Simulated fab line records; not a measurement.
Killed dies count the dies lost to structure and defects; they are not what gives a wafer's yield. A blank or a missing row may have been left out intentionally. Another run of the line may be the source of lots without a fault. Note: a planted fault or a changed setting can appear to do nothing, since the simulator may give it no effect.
Split-lot trial + flow sfqLine + route with 325 steps; 5 lots, 23 wafers read

== ABOUT THE SPLIT ==
At SFQ_TRILAYER_M8_DEP_EVAP_197 (material Ti, target thk 20 nm, time 100 s), the setting timeS was moved away from the recipe's 100 s on 11 of the 23 wafers read, by -14.3% to +15.0%. The other wafers ran this setting at the recipe's value.

The split's own step is where the reading is taken.

== THE READING ==
Ti_of_TRILAYER_M8_DEP_EVAP_197.thkNm (the simulator's own value, which no gauge read), in nm, at SFQ_TRILAYER_M8_DEP_EVAP_197 (material Ti, target thk 20 nm, time 100 s). There is no usual value for it anywhere in the file. Here, 12 wafers ran the recipe; their average is 20.16 nm with a standard deviation of 0.37 nm.

| wafer  | tool, chamber at the split | timeS as run, s | against the recipe | Ti_of_TRILAYER_M8_DEP_EVAP_197.thkNm, nm | against lot-mates on the recipe |
|--------|----------------------------|-----------------|--------------------|------------------------------------------|---------------------------------|
| L074.1 | pvdSputter-02, -           | 85.71           | -14.3%             | 17.13                                    | -2.92                           |
| L074.2 | pvdSputter-02, -           | 100             | recipe             | 19.95                                    | -                               |
| L074.3 | pvdSputter-02, -           | 85.71           | -14.3%             | 17.32                                    | -2.73                           |
| L074.5 | pvdSputter-02, -           | 85.71           | -14.3%             | 17.12                                    | -2.93                           |
| L074.6 | pvdSputter-02, -           | 100             | recipe             | 20.15                                    | -                               |
| L078.1 | pvdSputter-02, -           | 87.89           | -12.1%             | 18.2                                     | -2.36                           |
| L078.3 | pvdSputter-02, -           | 100             | recipe             | 20.73                                    | -                               |
| L078.4 | pvdSputter-02, -           | 87.89           | -12.1%             | 18.07                                    | -2.49                           |
| L078.5 | pvdSputter-02, -           | 100             | recipe             | 20.59                                    | -                               |
| L078.6 | pvdSputter-02, -           | 100             | recipe             | 20.35                                    | -                               |
| L079.1 | pvdSputter-01, -           | 100             | recipe             | 20.5                                     | -                               |
| L079.2 | pvdSputter-01, -           | 100             | recipe             | 20.15                                    | -                               |
| L079.4 | pvdSputter-01, -           | 100             | recipe             | 20.15                                    | -                               |
| L082.1 | pvdSputter-02, -           | 100             | recipe             | 20.14                                    | -                               |
| L082.2 | pvdSputter-02, -           | 100             | recipe             | 20.18                                    | -                               |
| L082.3 | pvdSputter-02, -           | 87.75           | -12.3%             | 17.89                                    | -2.27                           |
| L082.5 | pvdSputter-02, -           | 87.75           | -12.3%             | 17.73                                    | -2.43                           |
| L082.6 | pvdSputter-02, -           | 87.75           | -12.3%             | 17.86                                    | -2.30                           |
| L083.1 | pvdSputter-01, -           | 115             | +15.0%             | 23.01                                    | +3.52                           |
| L083.2 | pvdSputter-01, -           | 100             | recipe             | 19.35                                    | -                               |
| L083.4 | pvdSputter-01, -           | 115             | +15.0%             | 22.59                                    | +3.09                           |
| L083.5 | pvdSputter-01, -           | 100             | recipe             | 19.64                                    | -                               |
| L083.6 | pvdSputter-01, -           | 115             | +15.0%             | 22.81                                    | +3.31                           |

FIT RESULTS
A straight line over all 23 wafers: Ti_of_TRILAYER_M8_DEP_EVAP_197.thkNm changes by +0.186 nm for each +1% of timeS; r = +0.98; the points scatter about the line by 0.32 nm.
The same after taking each lot's own level away (the mean of its wafers on the recipe; 23 wafers): +0.207 nm for each +1%; r = +1.00; scatter 0.16 nm.
Per that fit: largest timeS move, reading shift of 3.1 nm.
The lots' own levels span 19.495 to 20.557 nm, that is 2.9 times the standard deviation above.
The two slopes are in agreement: the lot-to-lot level therefore moves the slope only a little.
Check: +3.09 nm against its lot-mates is what the line predicts for one of the wafers moved furthest among these (+15.0%) when that wafer is left out of the fit. It came out at +3.52 nm against them.

== THESE WAFERS: OTHER SPLITS ==
Other splits were also applied to these wafers ahead of the reading. Each is held against what the fit with the lots' levels taken away leaves over:
| other split on the same wafers                   | wafers away from the commonest value | r with Ti_of_TRILAYER_M8_DEP_EVAP_197.thkNm (lot level and that fit taken away) |
|--------------------------------------------------|--------------------------------------|---------------------------------------------------------------------------------|
| SFQ_TRILAYER_I5_LITHO_COAT_144 spinRpm           | 7                                    | -0.24                                                                           |
| SFQ_TRILAYER_C5_LITHO_COAT_151 spinRpm           | 5                                    | -0.07                                                                           |
| SFQ_TRILAYER_C5_BARC_OPEN_VIA_ETCH_210 sourceW   | 9                                    | -0.08                                                                           |
| SFQ_TRILAYER_M6_LITHO_COAT_159 resistThkNm       | 7                                    | +0.04                                                                           |
| SFQ_TRILAYER_I6_VIA_LITHO_COAT_174 resistThkNm   | 7                                    | +0.25                                                                           |
| SFQ_TRILAYER_I6_VIA_BARC_OPEN_VIA_ETCH_235 biasW | 7                                    | +0.12                                                                           |
| SFQ_TRILAYER_M7_LITHO_COAT_177 spinRpm           | 5                                    | +0.04                                                                           |
| SFQ_TRILAYER_M8_LITHO_COAT_193 resistThkNm       | 10                                   | +0.24                                                                           |

== THE FILE'S OWN FIT ==
Ti_of_TRILAYER_M8_DEP_EVAP_197.thkNm changes by +0.204 nm for each +1% of timeS, r = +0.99.
